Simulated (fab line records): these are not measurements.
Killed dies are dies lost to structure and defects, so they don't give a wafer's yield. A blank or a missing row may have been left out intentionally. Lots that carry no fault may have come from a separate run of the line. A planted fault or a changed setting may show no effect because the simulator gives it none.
Problem report, 8D (eight disciplines) form, completed by code || flow gf180mcu || the parts of the form that need people (team, actions taken, sign-off) are left out

## 1. THE ISSUE
Mean of spin speed rpm at GF_DNWELL_COAT_02: 1794.5 rpm across 6 wafers in 2 lots; on wafers with no fault it is 2000.2 rpm (standard deviation 1.1). That is -99 or more standard deviations from the usual mean.
The step: resist thk 3000 nm.
Earliest sighting: wafer L733.3 on litho track-03 at day 4 09:34. Wafers with a number at this step in the record: 39, from 13 lots. By rule, "out" or "out of limits" means more than 4 standard deviations away from the usual mean. All remaining wafers that have a number are taken as sound.

## 2. WHAT IT IS; WHAT IT IS NOT
{"question": "which readings at this step", "is": "spin speed rpm", "is not": "dispense pressure kPa"}
{"question": "which lots", "is": "L733, L734", "is not": "L724, L725, L726, L727, L728, L735, L742, L743, L745, L746, L747"}
{"question": "which wafers of those lots", "is": "all that have a number", "is not": "-"}
{"question": "read on which tools", "is": "litho track-03", "is not": "litho track-01"}
{"question": "when", "is": "from day 4 09:34", "is not": "up to then (15 sound wafers); but 18 sound wafers of L735, L742, L743, L745, L746, L747 came after"}

## 3. SUSPECTS, AND WHAT RULES EACH OUT
Counting: any tool at a process step up to the reading is kept as a suspect provided that every lot that is out went through it and no sound lot did after the first of them.
- litho track-03 at GF_DNWELL_COAT_02 (resist thk 3000 nm): ruled out as a lasting fault. The sound lots L745 went through it after L733, its earliest lot that is out (day 4 09:34).
Left after counting: nothing in the record.

## 4. THE CAUSE (what the simulator had put in)
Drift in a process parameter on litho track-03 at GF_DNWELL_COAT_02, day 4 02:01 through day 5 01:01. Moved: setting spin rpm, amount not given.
Counting ruled it out, wrongly.

## 5. SEQUENCE OF EFFECTS, ordered by route
One row per reading whose mean, taken over the struck wafers that have a number, lies over 3 standard deviations from the usual. Only readings for which the record gives a usual standard deviation are gone through. hours: the time from each lot's start at the first step in this table that gives one to its start at this step, as a median over the lots. sigmas: the change in usual standard deviations.
{"hours": 0, "step": "GF_DNWELL_COAT_02", "reading": "spin speed rpm", "usual": "2000.2 rpm", "on struck wafers": 1794.5, "change": -205.7, "sigmas": "-99 or more"}
{"hours": 7, "step": "GF_DNWELL_STRIP_08", "reading": "strip time to endpoint s", "usual": "36.97 s", "on struck wafers": 38.85, "change": "+1.88", "sigmas": "+19"}
Process steps it contains:
- GF_DNWELL_COAT_02: resist thk 3000 nm.
- GF_DNWELL_STRIP_08: strips in O2/N2.
Later steps that measure or inspect, where all struck wafers having a row at the step show a number for every such reading and not one has moved that far: GF_V1_BOW_MEAS_05.

## 6. HOW IT WOULD HAVE BEEN CAUGHT EARLIER
In this record the first reading out of limits was taken at day 4 09:34, 8 hours after the fault began at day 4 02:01.
